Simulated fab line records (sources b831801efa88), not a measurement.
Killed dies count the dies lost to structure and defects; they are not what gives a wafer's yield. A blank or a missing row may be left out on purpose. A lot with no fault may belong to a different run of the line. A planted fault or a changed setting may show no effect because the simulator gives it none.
What tool caused it? || flow gf180mcu || Sampling: 13 lots, 39 wafers, 5 of 602 route steps

## WHAT THE GAUGES SHOWED, per wafer
GF_HV_LDD_OVL_MEAS_08.
{"lot": "L310", "measured": "day 9 21:47", "on": "overlay-02", "HV_LDD_OVL (nm)": "0.5 -0.5 0.0"}
{"lot": "L311", "measured": "day 10 08:53", "on": "overlay-01", "HV_LDD_OVL (nm)": "-0.9 -0.3 1.8"}
{"lot": "L314", "measured": "day 11 04:55", "on": "overlay-01", "HV_LDD_OVL (nm)": "-2.4 -0.8 -2.9"}
{"lot": "L315", "measured": "day 11 16:22", "on": "overlay-02", "HV_LDD_OVL (nm)": "-2.5 -0.4 -0.1"}
{"lot": "L318", "measured": "day 12 12:42", "on": "overlay-01", "HV_LDD_OVL (nm)": "0.6 -2.0 -0.3"}
{"lot": "L319", "measured": "day 12 20:01", "on": "overlay-01", "HV_LDD_OVL (nm)": "0.8 0.7 0.7"}
{"lot": "L320", "measured": "day 13 03:16", "on": "overlay-02", "HV_LDD_OVL (nm)": "-0.2 0.1 -2.0"}
{"lot": "L322", "measured": "day 13 19:58", "on": "overlay-02", "HV_LDD_OVL (nm)": "-1.8 -1.0 -1.7"}
{"lot": "L324", "measured": "day 14 09:43", "on": "overlay-01", "HV_LDD_OVL (nm)": "1.0 1.5 -0.4"}
{"lot": "L328", "measured": "day 15 17:45", "on": "overlay-02", "HV_LDD_OVL (nm)": "-1.0 1.4 -0.7"}
{"lot": "L329", "measured": "day 16 05:02", "on": "overlay-02", "HV_LDD_OVL (nm)": "-0.5 -1.4 0.4"}
{"lot": "L330", "measured": "day 16 05:20", "on": "overlay-01", "HV_LDD_OVL (nm)": "-1.3 -0.4 0.1"}
{"lot": "L333", "measured": "day 17 05:04", "on": "overlay-01", "HV_LDD_OVL (nm)": "1.6 2.8 1.5"}

GF_HV_LDD_TW_MEAS_23.
{"lot": "L310", "measured": "day 10 16:22", "on": "filmMetro-04", "HV_LDD_2_TW": "1031 1035 1028"}
{"lot": "L311", "measured": "day 11 03:29", "on": "filmMetro-04", "HV_LDD_2_TW": "1041 1044 1039"}
{"lot": "L314", "measured": "day 12 00:41", "on": "filmMetro-01", "HV_LDD_2_TW": "1077 1073 1077"}
{"lot": "L315", "measured": "day 12 12:50", "on": "filmMetro-04", "HV_LDD_2_TW": "1052 1043 1050"}
{"lot": "L318", "measured": "day 13 08:54", "on": "filmMetro-01", "HV_LDD_2_TW": "1071 1071 1074"}
{"lot": "L319", "measured": "day 13 16:42", "on": "filmMetro-04", "HV_LDD_2_TW": "1051 1052 1053"}
{"lot": "L320", "measured": "day 13 23:14", "on": "filmMetro-01", "HV_LDD_2_TW": "1075 1074 1077"}
{"lot": "L322", "measured": "day 14 17:02", "on": "filmMetro-04", "HV_LDD_2_TW": "1057 1049 1056"}
{"lot": "L324", "measured": "day 15 06:57", "on": "filmMetro-02", "HV_LDD_2_TW": "1068 1058 1065"}
{"lot": "L328", "measured": "day 16 16:17", "on": "filmMetro-02", "HV_LDD_2_TW": "1114 1119 1124"}
{"lot": "L329", "measured": "day 17 03:44", "on": "filmMetro-04", "HV_LDD_2_TW": "1113 1123 1117"}
{"lot": "L330", "measured": "day 17 04:02", "on": "filmMetro-02", "HV_LDD_2_TW": "1064 1066 1059"}
{"lot": "L333", "measured": "day 18 05:03", "on": "filmMetro-04", "HV_LDD_2_TW": "1057 1055 1058"}

GF_HV_LDD_TW_MEAS_50.
{"lot": "L310", "measured": "day 12 06:55", "on": "filmMetro-01", "HV_LDD_4_TW": "583 582 580"}
{"lot": "L311", "measured": "day 12 19:58", "on": "filmMetro-02", "HV_LDD_4_TW": "571 575 573"}
{"lot": "L314", "measured": "day 13 18:58", "on": "filmMetro-02", "HV_LDD_4_TW": "570 573 573"}
{"lot": "L315", "measured": "day 14 06:02", "on": "filmMetro-04", "HV_LDD_4_TW": "567 569 572"}
{"lot": "L318", "measured": "day 15 03:18", "on": "filmMetro-02", "HV_LDD_4_TW": "576 572 571"}
{"lot": "L319", "measured": "day 15 12:02", "on": "filmMetro-04", "HV_LDD_4_TW": "564 563 565"}
{"lot": "L320", "measured": "day 15 17:47", "on": "filmMetro-01", "HV_LDD_4_TW": "578 580 574"}
{"lot": "L322", "measured": "day 16 13:18", "on": "filmMetro-04", "HV_LDD_4_TW": "566 564 564"}
{"lot": "L324", "measured": "day 17 03:32", "on": "filmMetro-02", "HV_LDD_4_TW": "571 569 571"}
{"lot": "L328", "measured": "day 18 15:29", "on": "filmMetro-02", "HV_LDD_4_TW": "573 571 572"}
{"lot": "L329", "measured": "day 19 03:58", "on": "filmMetro-04", "HV_LDD_4_TW": "568 566 567"}
{"lot": "L330", "measured": "day 19 04:39", "on": "filmMetro-01", "HV_LDD_4_TW": "576 577 578"}
{"lot": "L333", "measured": "day 20 06:10", "on": "filmMetro-04", "HV_LDD_4_TW": "569 569 568"}

## TOOL THAT RAN EACH LOT (tool first, then ch and the chambers of the sampled wafers, then the start)
{"lot": "L310", "GF_VT_IMPLANT_STRIP_31": "plasmaAsher-03 ch 0,1, day 6 20:29", "GF_HV_LDD_IMPLANT_21": "implanter-02 ch 0, day 10 16:08"}
{"lot": "L311", "GF_VT_IMPLANT_STRIP_31": "plasmaAsher-03 ch 0,1, day 7 04:34", "GF_HV_LDD_IMPLANT_21": "implanter-03 ch 0, day 11 03:16"}
{"lot": "L314", "GF_VT_IMPLANT_STRIP_31": "plasmaAsher-03 ch 0,1, day 7 23:20", "GF_HV_LDD_IMPLANT_21": "implanter-03 ch 0, day 12 00:26"}
{"lot": "L315", "GF_VT_IMPLANT_STRIP_31": "plasmaAsher-03 ch 0,1, day 8 05:27", "GF_HV_LDD_IMPLANT_21": "implanter-03 ch 0, day 12 12:26"}
{"lot": "L318", "GF_VT_IMPLANT_STRIP_31": "plasmaAsher-01 ch 0,1, day 9 01:44", "GF_HV_LDD_IMPLANT_21": "implanter-02 ch 0, day 13 08:40"}
{"lot": "L319", "GF_VT_IMPLANT_STRIP_31": "plasmaAsher-01 ch 0,1, day 9 07:31", "GF_HV_LDD_IMPLANT_21": "implanter-02 ch 0, day 13 16:27"}
{"lot": "L320", "GF_VT_IMPLANT_STRIP_31": "plasmaAsher-04 ch 0,1, day 9 16:23", "GF_HV_LDD_IMPLANT_21": "implanter-03 ch 0, day 13 22:59"}
{"lot": "L322", "GF_VT_IMPLANT_STRIP_31": "plasmaAsher-04 ch 1, day 10 04:48", "GF_HV_LDD_IMPLANT_21": "implanter-03 ch 0, day 14 16:47"}
{"lot": "L324", "GF_VT_IMPLANT_STRIP_31": "plasmaAsher-04 ch 0,1, day 10 18:48", "GF_HV_LDD_IMPLANT_21": "implanter-03 ch 0, day 15 06:42"}
{"lot": "L328", "GF_VT_IMPLANT_STRIP_31": "plasmaAsher-01 ch 0,1, day 11 21:27", "GF_HV_LDD_IMPLANT_21": "implanter-03 ch 0, day 16 16:03"}
{"lot": "L329", "GF_VT_IMPLANT_STRIP_31": "plasmaAsher-01 ch 0,1, day 12 09:16", "GF_HV_LDD_IMPLANT_21": "implanter-03 ch 0, day 17 03:29"}
{"lot": "L330", "GF_VT_IMPLANT_STRIP_31": "plasmaAsher-04 ch 0,1, day 12 09:24", "GF_HV_LDD_IMPLANT_21": "implanter-02 ch 0, day 17 03:47"}
{"lot": "L333", "GF_VT_IMPLANT_STRIP_31": "plasmaAsher-03 ch 1, day 13 07:44", "GF_HV_LDD_IMPLANT_21": "implanter-01 ch 0, day 18 04:49"}
- GF_VT_IMPLANT_STRIP_31: strips in O2/N2.
- GF_HV_LDD_IMPLANT_21

## AS READ BY THE TOOLS THEMSELVES (means over the sampled wafers that have a number; for cases with no such wafer, the mark the record gives instead)
GF_VT_IMPLANT_STRIP_31.
{"lot": "L310", "tool": "plasmaAsher-03", "drypumpMotorCurrentA (A)": 5.7, "heaterPowerW (W)": 392, "oesProductAu (a.u.)": 0.715, "stripTimeToEndpointS (s)": 12.67}
{"lot": "L311", "tool": "plasmaAsher-03", "drypumpMotorCurrentA (A)": 5.5, "heaterPowerW (W)": 386, "oesProductAu (a.u.)": 0.716, "stripTimeToEndpointS (s)": 12.64}
{"lot": "L314", "tool": "plasmaAsher-03", "drypumpMotorCurrentA (A)": 5.6, "heaterPowerW (W)": 383, "oesProductAu (a.u.)": 0.716, "stripTimeToEndpointS (s)": 12.68}
{"lot": "L315", "tool": "plasmaAsher-03", "drypumpMotorCurrentA (A)": 5.7, "heaterPowerW (W)": 386, "oesProductAu (a.u.)": 0.717, "stripTimeToEndpointS (s)": 12.69}
{"lot": "L318", "tool": "plasmaAsher-01", "drypumpMotorCurrentA (A)": 6.0, "heaterPowerW (W)": 379, "oesProductAu (a.u.)": 0.712, "stripTimeToEndpointS (s)": 12.63}
{"lot": "L319", "tool": "plasmaAsher-01", "drypumpMotorCurrentA (A)": 6.0, "heaterPowerW (W)": 381, "oesProductAu (a.u.)": 0.714, "stripTimeToEndpointS (s)": 12.66}
{"lot": "L320", "tool": "plasmaAsher-04", "drypumpMotorCurrentA (A)": 6.4, "heaterPowerW (W)": 323, "oesProductAu (a.u.)": 0.717, "stripTimeToEndpointS (s)": 12.64}
{"lot": "L322", "tool": "plasmaAsher-04", "drypumpMotorCurrentA (A)": 6.4, "heaterPowerW (W)": 337, "oesProductAu (a.u.)": 0.715, "stripTimeToEndpointS (s)": 12.64}
{"lot": "L324", "tool": "plasmaAsher-04", "drypumpMotorCurrentA (A)": 6.3, "heaterPowerW (W)": 330, "oesProductAu (a.u.)": 0.719, "stripTimeToEndpointS (s)": 12.68}
{"lot": "L328", "tool": "plasmaAsher-01", "drypumpMotorCurrentA (A)": 5.7, "heaterPowerW (W)": 357, "oesProductAu (a.u.)": 0.716, "stripTimeToEndpointS (s)": 12.57}
{"lot": "L329", "tool": "plasmaAsher-01", "drypumpMotorCurrentA (A)": 6.0, "heaterPowerW (W)": 380, "oesProductAu (a.u.)": 0.717, "stripTimeToEndpointS (s)": 12.59}
{"lot": "L330", "tool": "plasmaAsher-04", "drypumpMotorCurrentA (A)": 6.2, "heaterPowerW (W)": 310, "oesProductAu (a.u.)": 0.716, "stripTimeToEndpointS (s)": 12.66}
{"lot": "L333", "tool": "plasmaAsher-03", "drypumpMotorCurrentA (A)": 5.9, "heaterPowerW (W)": 396, "oesProductAu (a.u.)": 0.712, "stripTimeToEndpointS (s)": 12.64}

GF_HV_LDD_IMPLANT_21.
{"lot": "L310", "tool": "implanter-02", "doseIonsCm2": 4.996e+13, "faradayCurrentUA": 280}
{"lot": "L311", "tool": "implanter-03", "doseIonsCm2": 5.000e+13, "faradayCurrentUA": 282}
{"lot": "L314", "tool": "implanter-03", "doseIonsCm2": 5.002e+13, "faradayCurrentUA": 286}
{"lot": "L315", "tool": "implanter-03", "doseIonsCm2": 4.998e+13, "faradayCurrentUA": 282}
{"lot": "L318", "tool": "implanter-02", "doseIonsCm2": 5.012e+13, "faradayCurrentUA": 279}
{"lot": "L319", "tool": "implanter-02", "doseIonsCm2": 5.001e+13, "faradayCurrentUA": 278}
{"lot": "L320", "tool": "implanter-03", "doseIonsCm2": 5.004e+13, "faradayCurrentUA": 285}
{"lot": "L322", "tool": "implanter-03", "doseIonsCm2": 5.006e+13, "faradayCurrentUA": 283}
{"lot": "L324", "tool": "implanter-03", "doseIonsCm2": 5.002e+13, "faradayCurrentUA": 278}
{"lot": "L328", "tool": "implanter-03", "doseIonsCm2": 5.963e+13, "faradayCurrentUA": 333}
{"lot": "L329", "tool": "implanter-03", "doseIonsCm2": 5.963e+13, "faradayCurrentUA": 338}
{"lot": "L330", "tool": "implanter-02", "doseIonsCm2": 4.999e+13, "faradayCurrentUA": 287}
{"lot": "L333", "tool": "implanter-01", "doseIonsCm2": 5.003e+13, "faradayCurrentUA": 287}

## THE ANSWER, worked out from the rows above alone
Rule: usual is defined by the lots themselves. Put in order of their means at a reading, lots are off if they are a third of the lots or fewer, leave a main group of 4 or more, and stand apart from it by a gap of 3 or more times the standard deviation of the main group's means; of several such gaps the widest counts. A main group whose means are all the same, to the digits that the tables above print for the reading, isn't used. Also off: a lot with no number at a reading for which 4 or more lots have one. All remaining lots with rows at the step are treated as sound. After the gauges, taken in route order, come the tools' own readings; for these a lot's mean is taken, as printed above. At the first step where some lot is off, the reading lying furthest off is the one used; lots without a number count as furthest.
Off: L328, L329, at GF_HV_LDD_TW_MEAS_23 (HV_LDD_2_TW). The main group has a mean of 1058 with a standard deviation of 13.
If a tool, at a process step before that reading, ran all the lots that are off and no sound lot after the first of them, it fits. The gauges at GF_HV_LDD_TW_MEAS_23 aren't tried: what is off there is off at GF_HV_LDD_IMPLANT_21 too, on other tools, and a gauge's error can't cause that. 2 tools fit, plasmaAsher-01 at GF_VT_IMPLANT_STRIP_31 and implanter-03 at GF_HV_LDD_IMPLANT_21, so this cannot tell which one it is.

## WHAT THE SIMULATOR HAD PUT IN
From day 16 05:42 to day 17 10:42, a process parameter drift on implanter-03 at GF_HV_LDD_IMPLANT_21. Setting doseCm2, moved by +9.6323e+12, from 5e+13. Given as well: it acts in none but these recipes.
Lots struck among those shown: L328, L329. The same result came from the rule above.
